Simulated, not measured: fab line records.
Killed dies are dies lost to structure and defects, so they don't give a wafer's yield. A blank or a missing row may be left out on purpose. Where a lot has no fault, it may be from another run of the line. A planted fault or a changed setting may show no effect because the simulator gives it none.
Which tool did it? | flow gf180mcu | Sampling: 14 lots, 42 wafers, 4 of 602 route steps

== WHAT THE GAUGES READ, wafer by wafer ==
GF_NWELL_OVL_MEAS_07. Usual: for NWELL_OVL the level is 0.3 nm and the standard deviation is 1.3.
lot  | measured    | on         | NWELL_OVL (nm) | flag
L900 | day 3 08:56 | overlay-02 | 0.5 -0.3 1.8   |
L901 | day 3 13:59 | overlay-01 | 4.1 3.2 2.3    |
L902 | day 3 17:53 | overlay-01 | 1.6 1.7 0.9    |
L903 | day 3 23:17 | overlay-02 | -1.3 1.1 0.1   |
L904 | day 4 08:59 | overlay-01 | -1.0 -1.9 0.9  |
L905 | day 4 17:01 | overlay-01 | -0.6 -1.5 -0.4 |
L906 | day 4 20:29 | overlay-02 | -0.1 0.5 0.7   |
L908 | day 5 04:44 | overlay-01 | 0.1 0.2 -0.6   |
L909 | day 5 15:23 | overlay-01 | -1.0 1.3 0.7   |
L912 | day 6 02:14 | overlay-01 | 1.4 1.2 1.0    |
L914 | day 6 13:50 | overlay-02 | -0.3 0.8 1.0   |
L917 | day 7 05:20 | overlay-01 | 2.5 0.5 1.7    |
L922 | day 8 08:53 | overlay-01 | -3.2 -1.8 -3.3 |
L923 | day 8 12:16 | overlay-02 | -0.4 -1.4 -0.2 |

GF_VT_IMPLANT_RS_MEAS_48: a four-point-probe measurement. Usual: for LVPWELL_RS the level is 1195.8 ohm/sq and the standard deviation is 3.
lot  | measured     | on            | LVPWELL_RS (ohm/sq)  | flag
L900 | day 7 17:27  | film metro-03 | 1192.6 1195.8 1192.2 |
L901 | day 8 00:29  | film metro-01 | 1198.7 1199.9 1200.2 |
L902 | day 8 05:37  | film metro-04 | 1190.5 1192.1 1193.2 |
L903 | day 8 12:14  | film metro-04 | 1195.9 1194.7 1193.1 |
L904 | day 8 22:25  | film metro-04 | 1199.3 1196.3 1196.4 |
L905 | day 9 10:25  | film metro-04 | 1197.2 1198.4 1200.4 |
L906 | day 9 14:29  | film metro-03 | 1197.6 1192.2 1194.2 |
L908 | day 9 23:51  | film metro-04 | 1195.9 1193.0 1195.2 |
L909 | day 10 12:37 | film metro-01 | 1198.9 1198.6 1198.1 |
L912 | day 11 02:38 | film metro-04 | 1196.3 1199.3 1193.8 |
L914 | day 11 14:52 | film metro-01 | 1195.3 1194.4 1198.4 |
L917 | day 12 10:14 | film metro-03 | 1193.3 1194.7 1190.7 |
L922 | day 13 19:34 | film metro-04 | 1193.2 1194.9 1197.7 |
L923 | day 14 02:50 | film metro-01 | 1196.6 1197.2 1194.3 |

GF_CONTACT_THK_MEAS_01. Usual: for CONTACT_CVD_00_THK the level is 300 nm and the standard deviation is 3.4.
lot  | measured     | on            | CONTACT_CVD_00_THK (nm) | flag
L900 | day 15 08:05 | film metro-01 | 309 304 305             |
L901 | day 15 16:56 | film metro-01 | 304 303 305             |
L902 | day 15 22:01 | film metro-04 | 303 302 303             |
L903 | day 16 15:32 | film metro-03 | 301 300 302             |
L904 | day 16 20:38 | film metro-04 | 295 299 301             |
L905 | day 17 18:24 | film metro-03 | 301 300 297             |
L906 | day 17 21:58 | film metro-01 | 297 299 293             |
L908 | day 18 09:41 | film metro-03 | 302 301 298             |
L909 | day 19 02:24 | film metro-03 | 299 297 296             |
L912 | day 19 17:06 | film metro-03 | 300 298 300             |
L914 | day 20 13:00 | film metro-01 | 299 299 298             |
L917 | day 21 11:08 | film metro-04 | 295 302 304             |
L922 | day 23 02:57 | film metro-01 | 299 297 296             |
L923 | day 23 10:11 | film metro-03 | 300 298 302             |

== WHICH TOOL RAN EACH LOT (tool, then ch and the chambers of the sampled wafers, then the start) ==
lot  | GF_DUAL_GATE_STRIP_13
L900 | plasma asher-02 ch 0,1, day 8 12:02
L901 | plasma asher-04 ch 0,1, day 8 18:57
L902 | plasma asher-02 ch 0,1, day 9 00:10
L903 | plasma asher-02 ch 0,1, day 9 08:17
L904 | plasma asher-03 ch 0,1, day 9 17:45
L905 | plasma asher-03 ch 0,1, day 10 06:17
L906 | plasma asher-03 ch 0,1, day 10 09:31
L908 | plasma asher-02 ch 0,1, day 10 20:23
L909 | plasma asher-04 ch 0,1, day 11 09:17
L912 | plasma asher-03 ch 0,1, day 11 23:24
L914 | plasma asher-03 ch 0,1, day 12 11:49
L917 | plasma asher-02 ch 1, day 13 07:50
L922 | plasma asher-03 ch 0,1, day 14 18:10
L923 | plasma asher-02 ch 0,1, day 15 02:44
- GF_DUAL_GATE_STRIP_13: strips in O2/N2.

== AS READ BY THE TOOLS THEMSELVES (means over the sampled wafers that have a number; for cases with no such wafer, the mark the record gives instead) ==
GF_DUAL_GATE_STRIP_13. Usual: drypump motor current A 5.65 A, standard deviation 0.17; heater power w 350 W, standard deviation 25; oes product au 0.716 a.u., standard deviation 0.0051; strip time to endpoint s 12.624 s, standard deviation 0.03.
lot  | tool            | drypump motor current A (A) | heater power w (W) | oes product au (a.u.) | strip time to endpoint s (s) | flag
L900 | plasma asher-02 | 5.74                        | 323                | 0.717                 | 12.661                       |
L901 | plasma asher-04 | 5.55                        | 346                | 0.715                 | 12.626                       |
L902 | plasma asher-02 | 5.78                        | 324                | 0.717                 | 12.633                       |
L903 | plasma asher-02 | 5.77                        | 329                | 0.714                 | 12.629                       |
L904 | plasma asher-03 | 5.68                        | 378                | 0.716                 | 12.655                       |
L905 | plasma asher-03 | 5.67                        | 364                | 0.712                 | 12.594                       |
L906 | plasma asher-03 | 5.68                        | 380                | 0.714                 | 12.643                       |
L908 | plasma asher-02 | 5.74                        | 319                | 0.718                 | 12.668                       |
L909 | plasma asher-04 | 5.56                        | 347                | 0.719                 | 12.629                       |
L912 | plasma asher-03 | 5.66                        | 369                | 0.666                 | 12.621                       | OFF
L914 | plasma asher-03 | 5.68                        | 379                | 0.655                 | 12.608                       | OFF
L917 | plasma asher-02 | 5.85                        | 331                | 0.719                 | 12.603                       |
L922 | plasma asher-03 | 5.65                        | 370                | 0.715                 | 12.594                       |
L923 | plasma asher-02 | 5.73                        | 326                | 0.715                 | 12.593                       |

== THE ANSWER, worked out from the rows above alone ==
Rule: take the mean of a lot's wafers that have a number; if it is more than 3 standard deviations from the usual mean, the lot is off. Also off: a lot with no number at a reading for which 4 or more lots have one. Any other lot the step has rows for is counted as sound. The gauges are gone through in route order, then the tools' own readings, and for those a lot's mean is taken as printed above. At the first step where some lot is off, the reading lying furthest off is the one used; lots without a number count as furthest.
Off, at GF_DUAL_GATE_STRIP_13 on oes product au: L912, L914.
A tool fits if, at that step or a process step before it, it ran every lot that is off, and no sound lot after the first of them. Of those tried, none fits.

== WHAT HAD BEEN PUT IN BY THE SIMULATOR ==
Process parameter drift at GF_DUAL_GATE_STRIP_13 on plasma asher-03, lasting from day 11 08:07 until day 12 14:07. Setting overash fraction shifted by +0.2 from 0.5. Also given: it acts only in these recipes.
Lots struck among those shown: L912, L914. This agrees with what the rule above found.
